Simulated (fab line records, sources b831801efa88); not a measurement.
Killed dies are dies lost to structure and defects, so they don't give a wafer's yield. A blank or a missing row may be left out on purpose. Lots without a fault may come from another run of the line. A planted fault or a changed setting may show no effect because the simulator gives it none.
A struck lot beside a sound one | flow sky130 | 16 steps out of a route of 708
Sound: wafers L544.1, L544.2, L544.3. Struck: wafers L534.2, L534.3, L534.6. The cause comes at the end.
At each step with rows: each side's tool, then ch and its chambers, then its first start. Under that, the readings that differ: sound wafers | struck wafers | difference of the means | sigmas: that difference in standard deviations of wafers without a fault.
alike: readings whose means differ by less than 2 such deviations, and words and numbers that are the same on both sides. not compared: withheld readings, readings that some wafer has no value for, bounds like >300 that may hide the same value, and numbers for which the record gives no deviation and whose values overlap.
The two part at a step that has a row with sigmas, a row that says differs or no value, or rows on one side only. Numbers that don't overlap but have no deviation are shown without sigmas and don't part them. A reading that every wafer of one side lacks parts them only if that side has two wafers or more.

first, 5 steps without rows for these wafers: SKY_SONOS_TUNNEL_COAT_02 (resist thk 1140 nm); SKY_SONOS_TUNNEL_SOFTBAKE_03 (time 60 s); SKY_SONOS_TUNNEL_EXPOSE_04 (exposes mask TUNM, target cd 410 nm); SKY_SONOS_TUNNEL_PEB_05; SKY_SONOS_TUNNEL_DEVELOP_06 (develop time 60 s).
SKY_SONOS_TUNNEL_CD_MEAS_07: target cd 410 nm.
  sound on cd_sem-01, day 17 12:53; struck on cd_sem-02, day 13 16:10
  alike: cd_nm
SKY_SONOS_TUNNEL_OVL_MEAS_08:
  sound on overlay-02, day 17 13:01; struck on overlay-01, day 13 16:16
  alike: SONOS_TUNNEL_OVL
then, 3 steps without rows for these wafers: SKY_SONOS_TUNNEL_IMPLANT_09; SKY_SONOS_TUNNEL_WET_ETCH_10 (etches SiO2 in dHF, target depth 14 nm, time 280 s); SKY_SONOS_TUNNEL_STRIP_11 (strips in SPM, time 600 s).
SKY_SONOS_TUNNEL_TW_MEAS_12:
  sound on film_metro-01, day 17 13:28; struck on film_metro-01, day 13 16:43
  alike: SONOS_TUNNEL_TW
then, 1 step without rows for these wafers: SKY_SONOS_TUNNEL_CLEAN_13 (cleans in dHF, time 20 s).
SKY_SONOS_ONO_OXIDATION_00: stabilise 600 s, purge 300 s, target thk 2.6 nm.
  sound on furnace-02 ch 0, day 17 15:36; struck on furnace-02 ch 0, day 13 16:49
  reading                   | sound             | struck            | difference | sigmas
  spike_tc_centre_C (C)     | 801.6 801.9 800.9 | 796.5 796.8 796.0 | -5.0       | -5
  spike_tc_top_C (C)        | 809.6 810.6 810.4 | 803.9 806.2 807.0 | -4.5       | -4
  spike_tc_upper_C (C)      | 795.7 799.4 798.9 | 833.4 833.3 832.6 | +35.1      | +22
  zone_power_centre_pct (%) | 13.5 13.7 13.4    | 9.0 9.0 8.8       | -4.6       | -3
  zone_power_top_pct (%)    | 26.1 25.8 26.1    | 20.2 20.2 19.7    | -6.0       | -8
  zone_power_upper_pct (%)  | 13.1 13.2 13.1    | 23.5 23.4 23.4    | +10.3      | +18
  not compared: model.SiO2_of_SONOS_ONO_OXIDATION_00.thk_nm
SKY_SONOS_ONO_THK_MEAS_01:
  sound on film_metro-03, day 17 16:56; struck on film_metro-03, day 13 18:11
  alike: SONOS_ONO_OXIDATION_THK
then, 1 step without rows for these wafers: SKY_SONOS_ONO_CVD_02 (deposits Si3N4 from DCS/NH3, target thk 10.5 nm, time 180 s).
-- the record jumps here: 34 days lie between the struck wafers' starts before and after (it left off in module SONOS_ONO and takes up again in module PAD_OPEN, whose first step shown is number 708 of the route) --
SKY_PAD_OPEN_PROBE_99:
  sound on prober-01, day 50 02:36; struck on prober-02, day 47 13:07
  reading                              | sound                | struck               | difference | sigmas
  model.etest.cap_ono.gate_log10_a_cm2 | -7.712 -7.668 -7.756 | -8.172 -7.92 -8.091  | -0.349     |
  model.etest.cap_ono.tox_acc_nm (nm)  | 12.68 12.68 12.81    | 13.03 12.88 13       | +0.25      |
  model.etest.sonos_erased.vt_v (V)    | -2.389 -2.391 -2.309 | -2.188 -2.288 -2.214 | +0.133     |
  alike: killed_at_M0_to_M3, killed_at_M4_up, killed_at_contacts, killed_at_front_end, killed_at_other, killed_dies, killed_on_rim, killed_open, killed_short
  not compared: model.etest.sonos_erased.drive_ua_um, model.etest.sonos_programmed.vt_v, model.etest.sonos_baked.vt_less_v

WHERE THEY PART
Only at SKY_SONOS_ONO_OXIDATION_00, within this record. Later steps at which nothing parts them and some readings are alike: SKY_SONOS_ONO_THK_MEAS_01, SKY_PAD_OPEN_PROBE_99.

WHY: what the simulator had put in
Process parameter drift: furnace-02, from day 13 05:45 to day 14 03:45, at SKY_SONOS_ONO_OXIDATION_00. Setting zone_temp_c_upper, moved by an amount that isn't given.
